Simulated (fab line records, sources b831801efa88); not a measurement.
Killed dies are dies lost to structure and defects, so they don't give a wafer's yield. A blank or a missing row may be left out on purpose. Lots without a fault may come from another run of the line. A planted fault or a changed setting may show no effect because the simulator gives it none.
Which tool did it? | flow gf180mcu | 13 lots, 39 wafers sampled, at 5 steps of a route of 602

WHAT THE GAUGES READ, wafer by wafer
GF_M4_THK_MEAS_06: measures by xrf. Usual: M4_ALCU_THK 455 nm, standard deviation 6.8.
lot  | measured     | on            | M4_ALCU_THK (nm) | flag
L543 | day 23 00:54 | film_metro-02 | 453 461 457      |
L545 | day 23 17:32 | film_metro-03 | 468 466 462      |
L547 | day 24 02:49 | film_metro-02 | 469 467 468      |
L548 | day 24 14:21 | film_metro-03 | 455 448 452      |
L549 | day 25 03:10 | film_metro-04 | 450 453 444      |
L550 | day 25 05:40 | film_metro-02 | 464 457 458      |
L551 | day 25 14:43 | film_metro-04 | 456 459 454      |
L552 | day 26 04:37 | film_metro-02 | 457 457 452      |
L555 | day 26 22:23 | film_metro-04 | 442 442 449      |
L557 | day 27 13:04 | film_metro-02 | 443 450 442      |
L563 | day 29 10:48 | film_metro-04 | 454 453 459      |
L565 | day 29 20:20 | film_metro-04 | 448 454 449      |
L564 | day 29 22:18 | film_metro-02 | 453 456 452      |

GF_V4_CD_MEAS_14: target cd 260 nm. Usual: cd_nm 259.9 nm, standard deviation 1.2.
lot  | measured     | on        | cd_nm (nm)        | flag
L543 | day 24 23:04 | cd_sem-01 | 258.5 258.6 260.5 |
L545 | day 25 13:27 | cd_sem-02 | 262.5 261.7 261.1 |
L547 | day 25 22:52 | cd_sem-02 | 259.3 259.9 259.8 |
L548 | day 26 09:41 | cd_sem-02 | 260.8 259.8 260.4 |
L549 | day 26 22:57 | cd_sem-02 | 260.6 261.7 261.2 |
L550 | day 27 01:30 | cd_sem-02 | 262.2 261.4 261.5 |
L551 | day 27 10:09 | cd_sem-01 | 260.9 260.3 260.3 |
L552 | day 27 21:26 | cd_sem-01 | 260.9 259.6 260.5 |
L555 | day 28 15:15 | cd_sem-01 | 267.8 267.9 267.3 | OFF
L557 | day 29 04:04 | cd_sem-02 | 270.2 271.8 268.8 | OFF
L563 | day 30 23:50 | cd_sem-01 | 258.6 258.8 258.7 |
L565 | day 31 09:46 | cd_sem-01 | 259.2 258.5 258.3 |
L564 | day 31 11:28 | cd_sem-01 | 257.4 259.2 257.9 |

GF_V4_OVL_MEAS_15. Usual: V4_OVL 3 nm, standard deviation 5.7.
lot  | measured     | on         | V4_OVL (nm) | flag
L543 | day 24 23:11 | overlay-01 | 7 9 2       |
L545 | day 25 13:34 | overlay-01 | 9 0 -3      |
L547 | day 25 22:59 | overlay-02 | -1 -2 0     |
L548 | day 26 09:48 | overlay-01 | 3 2 11      |
L549 | day 26 23:04 | overlay-02 | -2 0 -2     |
L550 | day 27 01:37 | overlay-02 | 0 0 0       |
L551 | day 27 10:15 | overlay-02 | -1 5 -2     |
L552 | day 27 21:32 | overlay-01 | -1 -4 4     |
L555 | day 28 15:22 | overlay-02 | -7 -3 -2    |
L557 | day 29 04:11 | overlay-01 | 5 6 4       |
L563 | day 30 23:57 | overlay-01 | 7 15 7      |
L565 | day 31 09:52 | overlay-01 | 7 0 6       |
L564 | day 31 11:34 | overlay-01 | 5 7 5       |

WHICH TOOL RAN EACH LOT (tool, then ch and the chambers of the sampled wafers, then the start)
lot  | GF_M4_SPUTTER_02             | GF_V4_PEB_12
L543 | pvd_sputter-04, day 23 00:41 | litho_track-03 ch 0, day 24 22:44
L545 | pvd_sputter-02, day 23 17:19 | litho_track-03 ch 0, day 25 13:06
L547 | pvd_sputter-02, day 24 02:35 | litho_track-03 ch 0, day 25 22:32
L548 | pvd_sputter-01, day 24 14:08 | litho_track-04 ch 0, day 26 09:20
L549 | pvd_sputter-01, day 25 02:57 | litho_track-01 ch 0, day 26 22:36
L550 | pvd_sputter-04, day 25 05:28 | litho_track-03 ch 0, day 27 01:09
L551 | pvd_sputter-04, day 25 14:29 | litho_track-04 ch 0, day 27 09:49
L552 | pvd_sputter-02, day 26 04:23 | litho_track-03 ch 0, day 27 21:07
L555 | pvd_sputter-01, day 26 22:10 | litho_track-03 ch 0, day 28 14:54
L557 | pvd_sputter-01, day 27 12:50 | litho_track-03 ch 0, day 29 03:44
L563 | pvd_sputter-02, day 29 10:35 | litho_track-04 ch 0, day 30 23:29
L565 | pvd_sputter-04, day 29 20:07 | litho_track-01 ch 0, day 31 09:26
L564 | pvd_sputter-04, day 29 22:05 | litho_track-01 ch 0, day 31 11:08
- GF_M4_SPUTTER_02: material AlCu, target thk 450 nm, time 23.9 s.
- GF_V4_PEB_12: peb time 90 s.

WHAT THE TOOLS THEMSELVES READ (means of the sampled wafers that have a number; where no wafer has one, the mark that the record gives instead)
GF_M4_SPUTTER_02. Usual: throttle_valve_pct 30.5 %, standard deviation 1.
lot  | tool           | throttle_valve_pct (%) | flag
L543 | pvd_sputter-04 | 31.4                   |
L545 | pvd_sputter-02 | 29.8                   |
L547 | pvd_sputter-02 | 29.9                   |
L548 | pvd_sputter-01 | 30.6                   |
L549 | pvd_sputter-01 | 30.1                   |
L550 | pvd_sputter-04 | 29.7                   |
L551 | pvd_sputter-04 | 30.5                   |
L552 | pvd_sputter-02 | 30.4                   |
L555 | pvd_sputter-01 | 30.1                   |
L557 | pvd_sputter-01 | 29.3                   |
L563 | pvd_sputter-02 | 30.3                   |
L565 | pvd_sputter-04 | 30.6                   |
L564 | pvd_sputter-04 | 30.9                   |

GF_V4_PEB_12. Usual: heater_power_total_W 85.68 W, standard deviation 0.084; plate_temp_C 134.99 C, standard deviation 0.13.
lot  | tool           | heater_power_total_W (W) | plate_temp_C (C) | flag
L543 | litho_track-03 | 85.66                    | 135.08           |
L545 | litho_track-03 | 85.73                    | 134.78           |
L547 | litho_track-03 | 85.62                    | 135.02           |
L548 | litho_track-04 | 85.62                    | 134.84           |
L549 | litho_track-01 | 85.63                    | 135.07           |
L550 | litho_track-03 | 85.68                    | 134.95           |
L551 | litho_track-04 | 85.67                    | 135.12           |
L552 | litho_track-03 | 85.64                    | 135.05           |
L555 | litho_track-03 | 88.76                    | 138.84           | OFF
L557 | litho_track-03 | 88.77                    | 138.62           | OFF
L563 | litho_track-04 | 85.72                    | 134.98           |
L565 | litho_track-01 | 85.61                    | 134.92           |
L564 | litho_track-01 | 85.69                    | 134.98           |

THE ANSWER, worked out from the rows above alone
Rule: a lot is off if the mean of its wafers that have a number lies more than 3 standard deviations from the usual mean. A lot without any number at a reading at which 4 lots or more have one is off too. The other lots that the step has rows for count as sound. The gauges are gone through in route order, then the tools' own readings, and for those a lot's mean is taken as printed above. The first step at which some lot is off is used, and at that step the reading that is off furthest; a lot without a number counts as furthest.
Off: L555, L557, at GF_V4_CD_MEAS_14 (cd_nm).
A tool fits if, at a process step before that reading, it ran every lot that is off, and no sound lot after the first of them. The gauges at GF_V4_CD_MEAS_14 aren't tried: what is off there is off at GF_V4_PEB_12 too, on other tools, and a gauge's error can't cause that. Can't be told from this: 2 tools fit, pvd_sputter-01 at GF_M4_SPUTTER_02, litho_track-03 at GF_V4_PEB_12.

WHAT THE SIMULATOR HAD PUT IN
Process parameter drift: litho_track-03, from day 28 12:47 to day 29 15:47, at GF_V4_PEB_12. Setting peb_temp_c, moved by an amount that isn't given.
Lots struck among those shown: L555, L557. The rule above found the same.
